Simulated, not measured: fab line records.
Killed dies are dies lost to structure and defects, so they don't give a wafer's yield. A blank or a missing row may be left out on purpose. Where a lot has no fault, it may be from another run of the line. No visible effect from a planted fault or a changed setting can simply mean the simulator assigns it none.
The tool behind it: which one? :: flow gf180mcu :: 14 lots, 40 wafers sampled, at 4 steps of a route of 602

## WHAT EACH GAUGE READ, for each wafer
GF_HV_LDD_TW_MEAS_50.
lot: L606
measured: day 12 08:26
on: filmMetro-04
HV_LDD_4_TW: 560 559 564

lot: L607
measured: day 12 20:07
on: filmMetro-02
HV_LDD_4_TW: 566 569 571

lot: L608
measured: day 13 05:20
on: filmMetro-03
HV_LDD_4_TW: 565 569 563

lot: L609
measured: day 13 13:20
on: filmMetro-03
HV_LDD_4_TW: 563 564 560

lot: L613
measured: day 14 18:12
on: filmMetro-04
HV_LDD_4_TW: 560 558

lot: L615
measured: day 15 09:05
on: filmMetro-02
HV_LDD_4_TW: 568 571 567

lot: L616
measured: day 15 18:31
on: filmMetro-04
HV_LDD_4_TW: 562 560 562

lot: L617
measured: day 16 00:17
on: filmMetro-03
HV_LDD_4_TW: 564 567

lot: L621
measured: day 17 16:14
on: filmMetro-03
HV_LDD_4_TW: 563 566 565

lot: L624
measured: day 18 13:39
on: filmMetro-03
HV_LDD_4_TW: 565 567 561

lot: L625
measured: day 19 00:28
on: filmMetro-02
HV_LDD_4_TW: 573 571 573

lot: L626
measured: day 19 05:56
on: filmMetro-02
HV_LDD_4_TW: 574 574 571

lot: L627
measured: day 19 10:08
on: filmMetro-04
HV_LDD_4_TW: 563 560 561

lot: L628
measured: day 19 22:38
on: filmMetro-04
HV_LDD_4_TW: 561 563 562

GF_NSD_TW_MEAS_12.
lot: L606
measured: day 13 07:32
on: filmMetro-01
NSD_TW: 4309 4287 4295

lot: L607
measured: day 13 19:38
on: filmMetro-01
NSD_TW: 4307 4326 4317

lot: L608
measured: day 14 06:16
on: filmMetro-01
NSD_TW: 4295 4314 4301

lot: L609
measured: day 14 14:31
on: filmMetro-02
NSD_TW: 4246 4241 4244

lot: L613
measured: day 15 19:28
on: filmMetro-01
NSD_TW: 4288 4328

lot: L615
measured: day 16 10:09
on: filmMetro-03
NSD_TW: 4244 4224 4222

lot: L616
measured: day 16 20:27
on: filmMetro-03
NSD_TW: 4183 4195 4184

lot: L617
measured: day 17 02:03
on: filmMetro-02
NSD_TW: 4275 4279

lot: L621
measured: day 18 20:04
on: filmMetro-02
NSD_TW: 4262 4260 4252

lot: L624
measured: day 19 17:31
on: filmMetro-03
NSD_TW: 4214 4192 4194

lot: L625
measured: day 20 04:10
on: filmMetro-02
NSD_TW: 4257 4274 4242

lot: L626
measured: day 20 09:16
on: filmMetro-01
NSD_TW: 4323 4324 4330

lot: L627
measured: day 20 13:59
on: filmMetro-01
NSD_TW: 4312 4316 4299

lot: L628
measured: day 21 02:24
on: filmMetro-02
NSD_TW: 4254 4264 4279

GF_SAB_THK_MEAS_01.
lot: L606
measured: day 14 04:35
on: filmMetro-04
SAB_CVD_00_THK (nm): 49.7 50.5 50.5

lot: L607
measured: day 14 17:07
on: filmMetro-04
SAB_CVD_00_THK (nm): 48.5 49.2 49.3

lot: L608
measured: day 15 04:05
on: filmMetro-02
SAB_CVD_00_THK (nm): 49.4 50.1 49.2

lot: L609
measured: day 15 12:32
on: filmMetro-04
SAB_CVD_00_THK (nm): 49.7 48.4 50.8

lot: L613
measured: day 16 18:43
on: filmMetro-01
SAB_CVD_00_THK (nm): 62.6 50.9

lot: L615
measured: day 17 09:34
on: filmMetro-02
SAB_CVD_00_THK (nm): 49.9 50.0 50.5

lot: L616
measured: day 17 20:42
on: filmMetro-01
SAB_CVD_00_THK (nm): 49.6 62.7 51.7

lot: L617
measured: day 18 01:51
on: filmMetro-01
SAB_CVD_00_THK (nm): 61.5 50.3

lot: L621
measured: day 19 21:01
on: filmMetro-01
SAB_CVD_00_THK (nm): 49.9 50.1 50.0

lot: L624
measured: day 20 17:52
on: filmMetro-04
SAB_CVD_00_THK (nm): 50.1 51.1 50.0

lot: L625
measured: day 21 04:31
on: filmMetro-02
SAB_CVD_00_THK (nm): 49.4 48.9 50.9

lot: L626
measured: day 21 10:10
on: filmMetro-04
SAB_CVD_00_THK (nm): 50.4 50.3 50.0

lot: L627
measured: day 21 14:17
on: filmMetro-04
SAB_CVD_00_THK (nm): 48.7 48.7 49.9

lot: L628
measured: day 22 03:20
on: filmMetro-01
SAB_CVD_00_THK (nm): 49.4 49.0 49.8

## EACH LOT AND THE TOOL THAT RAN IT (in order: tool; ch and the chambers of the sampled wafers; start)
lot: L606
GF_SAB_CVD_00: pecvd-01 ch 1,2, day 14 04:34

lot: L607
GF_SAB_CVD_00: pecvd-01 ch 0,2, day 14 17:04

lot: L608
GF_SAB_CVD_00: pecvd-02 ch 0,2, day 15 04:04

lot: L609
GF_SAB_CVD_00: pecvd-04 ch 1,2, day 15 12:31

lot: L613
GF_SAB_CVD_00: pecvd-04 ch 0,1, day 16 18:41

lot: L615
GF_SAB_CVD_00: pecvd-02 ch 0,2, day 17 09:32

lot: L616
GF_SAB_CVD_00: pecvd-04 ch 0,1,2, day 17 20:41

lot: L617
GF_SAB_CVD_00: pecvd-04 ch 2, day 18 01:49

lot: L621
GF_SAB_CVD_00: pecvd-02 ch 0,1,2, day 19 20:58

lot: L624
GF_SAB_CVD_00: pecvd-04 ch 1,2, day 20 17:49

lot: L625
GF_SAB_CVD_00: pecvd-01 ch 0,1,2, day 21 04:28

lot: L626
GF_SAB_CVD_00: pecvd-04 ch 1,2, day 21 10:07

lot: L627
GF_SAB_CVD_00: pecvd-01 ch 0,2, day 21 14:16

lot: L628
GF_SAB_CVD_00: pecvd-02 ch 0,1,2, day 22 03:19
- GF_SAB_CVD_00: deposits SiO2 from TEOS, target thk 50 nm, time 4.9302 s.

## WHAT THE TOOLS THEMSELVES READ (means of the sampled wafers that have a number; where no wafer has one, the mark that the record gives instead)
GF_SAB_CVD_00.
lot: L606
tool: pecvd-01
heaterPowerW (W): 585

lot: L607
tool: pecvd-01
heaterPowerW (W): 615

lot: L608
tool: pecvd-02
heaterPowerW (W): 888

lot: L609
tool: pecvd-04
heaterPowerW (W): 641

lot: L613
tool: pecvd-04
heaterPowerW (W): 572

lot: L615
tool: pecvd-02
heaterPowerW (W): 835

lot: L616
tool: pecvd-04
heaterPowerW (W): 556

lot: L617
tool: pecvd-04
heaterPowerW (W): 640

lot: L621
tool: pecvd-02
heaterPowerW (W): 751

lot: L624
tool: pecvd-04
heaterPowerW (W): 559

lot: L625
tool: pecvd-01
heaterPowerW (W): 626

lot: L626
tool: pecvd-04
heaterPowerW (W): 611

lot: L627
tool: pecvd-01
heaterPowerW (W): 589

lot: L628
tool: pecvd-02
heaterPowerW (W): 751

## THE ANSWER, worked out from the rows above alone
Rule: usual is defined by the lots themselves. Put in order of their means at a reading, lots are off if they are a third of the lots or fewer, leave a main group of 4 or more, and stand apart from it by a gap of 3 or more times the standard deviation of the main group's means; of several such gaps the widest counts. The tables above print the reading to a certain number of digits; a main group whose means all agree to those digits is not used. Also off: a lot with no number at a reading for which 4 or more lots have one. Where the step has rows for the other lots, those lots are counted as sound. After the gauges, taken in route order, come the tools' own readings; for these a lot's mean is taken, as printed above. The first step at which some lot is off is used, and at that step the reading that is off furthest; a lot without a number counts as furthest.
Off: at GF_SAB_THK_MEAS_01 (SAB_CVD_00_THK), L613, L616, L617. Mean 49.8 nm and standard deviation 0.45 in the main group.
If a tool, at a process step before that reading, ran all the lots that are off and no sound lot after the first of them, it fits. Those tools and the gauges at GF_SAB_THK_MEAS_01 are tried in the same way. Not one of the candidates tried fits.

## WHAT WAS PUT IN BY THE SIMULATOR
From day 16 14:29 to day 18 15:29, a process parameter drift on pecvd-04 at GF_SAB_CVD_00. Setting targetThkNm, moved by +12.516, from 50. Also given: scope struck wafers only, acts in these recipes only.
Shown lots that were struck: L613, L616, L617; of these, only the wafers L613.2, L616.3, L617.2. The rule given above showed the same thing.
